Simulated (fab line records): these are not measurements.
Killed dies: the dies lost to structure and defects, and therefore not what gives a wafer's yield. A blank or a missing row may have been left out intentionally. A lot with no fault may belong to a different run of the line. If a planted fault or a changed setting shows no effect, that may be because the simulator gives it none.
Matching of chambers | flow sky130 | rie diel-04 running SKY_LI_CONTACT_ETCH_15: 4 sister chambers
The step etches PSG in C4F8/O2/Ar, stops on Si, target depth 600 nm. 4 wafers are shown with their chamber, then 7 later ones without.

== WAFERS WITH THEIR CHAMBER ==
wafer  | chamber | oes product au (a.u.)
L082.2 | 0       | 0.841
L086.1 | 2       | 0.832
L088.3 | 3       | 0.830
L088.5 | 1       | 0.837

== WAFERS WITH NO CHAMBER GIVEN ==
wafer  | oes product au (a.u.)
L088.6 | 0.823
L089.3 | 0.837
L089.5 | 0.838
L089.6 | 0.837
L095.1 | 0.835
L095.5 | 0.839
L095.6 | 0.836

== WHICH CHAMBER EACH WENT THROUGH ==
wafer  | from the rows above               | in truth
L088.6 | can't be placed: 3 or 2           | 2
L089.3 | can't be placed: 1 or 0 or 2      | 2
L089.5 | can't be placed: 1 or 0 or 2      | 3
L089.6 | can't be placed: 1 or 0 or 2      | 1
L095.1 | can't be placed: 1 or 2 or 3 or 0 | 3
L095.5 | can't be placed: 0 or 1 or 2      | 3
L095.6 | can't be placed: 1 or 2 or 0 or 3 | 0
Correct placement for 0 of the 7. These rows do not allow placing 7 (true chamber among the candidates in 5). 0 placed wrongly.
How it was worked out, from the rows above alone: a wafer's distance from a chamber is the root of the sum, over the readings, of the square of ((its reading less the chamber's mean) divided by the reading's scatter). The wafer belongs to the nearest chamber; if the next one is less than 2 further off, it can't be placed. Each chamber's mean is taken over the wafers shown for it. The scatter (one wafer shown for each chamber): square how far every hidden wafer sits from the nearest shown wafer, average those squares and take the square root.
